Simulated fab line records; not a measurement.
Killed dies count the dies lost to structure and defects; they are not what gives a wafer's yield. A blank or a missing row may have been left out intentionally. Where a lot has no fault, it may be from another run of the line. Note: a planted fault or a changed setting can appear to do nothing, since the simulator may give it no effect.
2 desks, one fault    flow sky130    only its own numbers are on each desk; what lay behind them is given at the end

## METROLOGY DESK
What the gauges read for every lot (on any tool): the sampled wafers with a number, averaged. If a lot's mean is further than 4 standard deviations from the usual mean, the lot is out of limits and carries the mark OUT (the distance appears in the brackets).
Columns: A = SONOS_ONO_CVD_04_THK at SKY_SONOS_ONO_THK_MEAS_05, usual 5.74 nm; B = cdNm at SKY_SONOS_ONO_CD_MEAS_13, usual 409.1 nm; C = POLY_GATE_CVD_03_THK at SKY_POLY_GATE_THK_MEAS_04, usual 75.1 nm
lot   first seen here  A     B      C
L182  day 11 22:58     5.89  408.7  74.0
L185  day 12 16:49     5.81  409.5  73.1
L186  day 13 06:42     5.79  411.4  75.1
L187  day 13 06:43     5.74  411.5  76.7
L188  day 13 18:21     5.83  410.1  74.5
L189  day 13 21:48     5.75  409.8  74.1
L190  day 14 06:29     5.56  407.1  75.9
L191  day 14 13:04     5.75  410.5  75.1
L192  day 14 20:10     5.83  410.8  74.1
L193  day 15 01:47     5.88  409.9  75.3
L196  day 16 06:49     5.65  412.4  75.2
L202  day 18 04:20     5.71  405.2  -
L203  day 18 20:59     5.62  410.9  -
L205  day 19 20:24     5.89  411.4  76.3
This desk's verdict: no lot among the 14 shows anything out of limits.

## TOOL OWNER'S DESK, wetBench-04
The tool's own readings at SKY_GATE_OXIDE_WET_ETCH_12 (etches SiO2 in dHF, target depth 16.8 nm, time 336 s): means of the sampled wafers that have a number, for each lot that ran on this tool. If a lot's mean is further than 4 standard deviations from the usual mean, the lot is out of limits and carries the mark OUT (the distance appears in the brackets).
Columns: A = bathHeatDutyPct at SKY_GATE_OXIDE_WET_ETCH_12, usual 6.0 %; B = runLengthS at SKY_GATE_OXIDE_WET_ETCH_12, usual 365 s
lot   first seen here  A    B
L186  day 15 14:25     5.6  363
L187  day 15 14:46     5.7  363
L188  day 16 02:43     6.6  362
L192  day 17 05:49     5.8  361
L202  day 20 20:07     6.3  184 (-50) OUT
L203  day 21 15:00     5.9  182 (-51) OUT
This desk finds L202, L203 out of limits, L202 being first, at day 20 20:07 (runLengthS at SKY_GATE_OXIDE_WET_ETCH_12). L186, L187, L188, L192: within limits.

## ALL TOGETHER
An alarm could have come from the tool owner's desk at day 20 20:07, on L202, L203.
From the metrology desk's view, nothing was out of limits.
The metrology desk holds a record of L202, L203, inside its limits.
SKY_GATE_OXIDE_WET_ETCH_12 was run on wetBench-04 by each of the lots named.

## WHAT THE SIMULATOR HAD INSERTED
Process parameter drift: wetBench-04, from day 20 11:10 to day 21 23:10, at SKY_GATE_OXIDE_WET_ETCH_12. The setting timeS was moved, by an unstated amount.
Lots struck among those shown: L202, L203.
Hours from the fault's start to each desk's first reading out of limits: the tool owner's desk, 9.
